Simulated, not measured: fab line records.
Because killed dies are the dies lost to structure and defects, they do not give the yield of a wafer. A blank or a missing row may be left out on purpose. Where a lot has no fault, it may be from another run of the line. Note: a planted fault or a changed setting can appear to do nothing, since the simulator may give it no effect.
Which of the tools did it?	flow sky130	12 lots with 36 wafers sampled at 3 steps, on a route of 708 steps

== WHAT THE GAUGES SHOWED, per wafer ==
SKY_LI_CONTACT_CD_MEAS_12: the cd target is 170 nm.
lot	measured	on	cdNm (nm)
L075	day 30 17:03	cdSem-01	167.9 168.7 167.2
L077	day 31 04:11	cdSem-01	171.5 171.5 171.9
L079	day 32 00:25	cdSem-02	168.3 167.9 169.4
L081	day 32 15:44	cdSem-02	169.5 168.5 170.5
L083	day 33 07:44	cdSem-01	169.1 170.4 169.9
L085	day 34 00:50	cdSem-02	166.8 168.5 168.3
L087	day 34 20:20	cdSem-02	169.0 168.1 169.2
L089	day 35 06:23	cdSem-01	170.1 170.5 170.2
L091	day 35 15:29	cdSem-01	169.9 169.6 168.3
L093	day 36 06:50	cdSem-02	168.3 168.3 168.7
L095	day 37 02:52	cdSem-02	170.7 171.4 171.3
L097	day 37 06:26	cdSem-01	169.2 168.8 169.7

== EACH LOT AND THE TOOL THAT RAN IT (in order: tool; ch and the chambers of the sampled wafers; start) ==
lot	SKY_FIELD_ISO_ETCH_17	SKY_POLY_GATE_STRIP_18
L075	rieSi-01 ch 1,2,3, day 2 12:50	plasmaAsher-01 ch 0,1, day 17 19:13
L077	rieSi-01 ch 1,2,3, day 2 21:55	plasmaAsher-03 ch 0,1, day 18 03:41
L079	rieSi-02 ch 0,2,3, day 3 11:23	plasmaAsher-02 ch 0,1, day 19 05:50
L081	rieSi-01 ch 2,3, day 3 20:19	plasmaAsher-01 ch 0, day 19 17:41
L083	rieSi-01 ch 0,1, day 4 04:55	plasmaAsher-01 ch 0,1, day 20 17:30
L085	rieSi-01 ch 1,2,3, day 4 15:49	plasmaAsher-01 ch 0, day 21 15:11
L087	rieSi-02 ch 0,1,3, day 5 02:38	plasmaAsher-02 ch 0,1, day 22 09:27
L089	rieSi-01 ch 0,1,3, day 5 13:08	plasmaAsher-02 ch 0,1, day 22 23:11
L091	rieSi-02 ch 0,2, day 5 23:08	plasmaAsher-03 ch 0,1, day 23 09:45
L093	rieSi-01 ch 0,3, day 6 09:56	plasmaAsher-02 ch 0,1, day 24 03:47
L095	rieSi-01 ch 0,1,3, day 6 19:43	plasmaAsher-03 ch 0,1, day 24 22:42
L097	rieSi-01 ch 2,3, day 7 05:58	plasmaAsher-02 ch 0,1, day 25 06:08
- SKY_FIELD_ISO_ETCH_17: etches Si in HBr/Cl2/O2, target depth 342 nm, time 97.7 s.
- SKY_POLY_GATE_STRIP_18: strips in O2/N2.

== THE ANSWER, worked out from the rows above alone ==
Rule: what is usual is taken from the lots themselves. The widest of any qualifying gaps counts: lots, ordered by their means at a reading, are off when they make up no more than a third of the lots, leave a main group of 4 or more, and stand apart from it by 3 or more times the standard deviation of that group's means. A main group is skipped when, at the precision printed for the reading in the tables above, its means are all equal. A lot without any number at a reading at which 4 lots or more have one is off too. All remaining lots with rows at the step are treated as sound.
Nothing can be told from this: no lot is off at any reading shown.

== WHAT THE SIMULATOR PUT IN ==
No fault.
